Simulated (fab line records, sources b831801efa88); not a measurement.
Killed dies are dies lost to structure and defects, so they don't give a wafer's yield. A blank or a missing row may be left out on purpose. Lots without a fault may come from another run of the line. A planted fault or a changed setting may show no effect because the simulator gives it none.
Problem report in the 8D (eight disciplines) form, filled by code | flow sky130 | the parts of the form that need people (team, actions taken, sign-off) are left out

1. THE PROBLEM
cd_nm at SKY_VT_ADJUST_NCORE_CD_MEAS_07 reads a mean of 360.5 nm on 6 wafers of 2 lots; wafers without a fault read 379.7 nm with a standard deviation of 2.2. That is -8.7 standard deviations from the usual mean.
The step: target cd 380 nm.
First seen on wafer L362.1, day 14 10:30, on cd_sem-02. The record holds 33 wafers of 11 lots with a number at this step. Rule for "out", or "out of limits": more than 4 standard deviations from the usual mean. The other wafers with a number count as sound.

2. WHAT IT IS AND WHAT IT IS NOT
question                    | is                     | is not
which readings at this step | cd_nm                  | -
which lots                  | L362, L363             | L345, L347, L348, L349, L350, L352, L353, L358, L366
which wafers of those lots  | all that have a number | -
read on which gauges        | cd_sem-01, cd_sem-02   | -
when                        | from day 14 10:30      | up to then (24 sound wafers); but 3 sound wafers of L366 came after

3. SUSPECTS, AND WHAT RULES EACH OUT
Counting: a tool at a process step up to the reading stays a suspect if it ran every lot that is out and no sound lot after the first of them.
- the gauge at SKY_VT_ADJUST_NCORE_CD_MEAS_07: ruled out. The wafers that are out were read on 2 gauges (cd_sem-01, cd_sem-02).
- iline_stepper-01 at SKY_VT_ADJUST_NCORE_EXPOSE_04 (exposes mask LVTN COMPLEMENT THIN, target cd 380 nm): kept. It ran every lot that is out, first L362 (day 13 21:21), and no sound lot after that; its last sound lot up to then is L358 (day 12 18:10).
Left after counting: iline_stepper-01 at SKY_VT_ADJUST_NCORE_EXPOSE_04.

4. THE CAUSE (what the simulator had put in)
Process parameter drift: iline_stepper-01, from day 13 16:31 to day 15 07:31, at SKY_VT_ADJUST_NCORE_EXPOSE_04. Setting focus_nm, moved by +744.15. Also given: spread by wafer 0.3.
Counting left only this tool.

5. THE CHAIN OF EFFECTS, in route order
Each row: a reading whose mean over the struck wafers that have a number lies more than 3 standard deviations from the usual. Only readings for which the record gives a usual standard deviation are gone through. hours: the time from each lot's start at the first step in this table that gives one to its start at this step, as a median over the lots. sigmas: the change in usual standard deviations.
hours | step                           | reading | usual    | on struck wafers | change | sigmas
0     | SKY_VT_ADJUST_NCORE_CD_MEAS_07 | cd_nm   | 379.7 nm | 360.5            | -19.2  | -8.7

6. WHAT WOULD HAVE CAUGHT IT SOONER
In this record the first reading out of limits at a measuring or inspecting step was taken at day 14 10:30, 18 hours after the fault began at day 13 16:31.
All the lots that are out (2) had begun SKY_VT_ADJUST_NCORE_EXPOSE_04 on iline_stepper-01 by day 14 10:30. A hold on the tool at that time would have spared none of them.
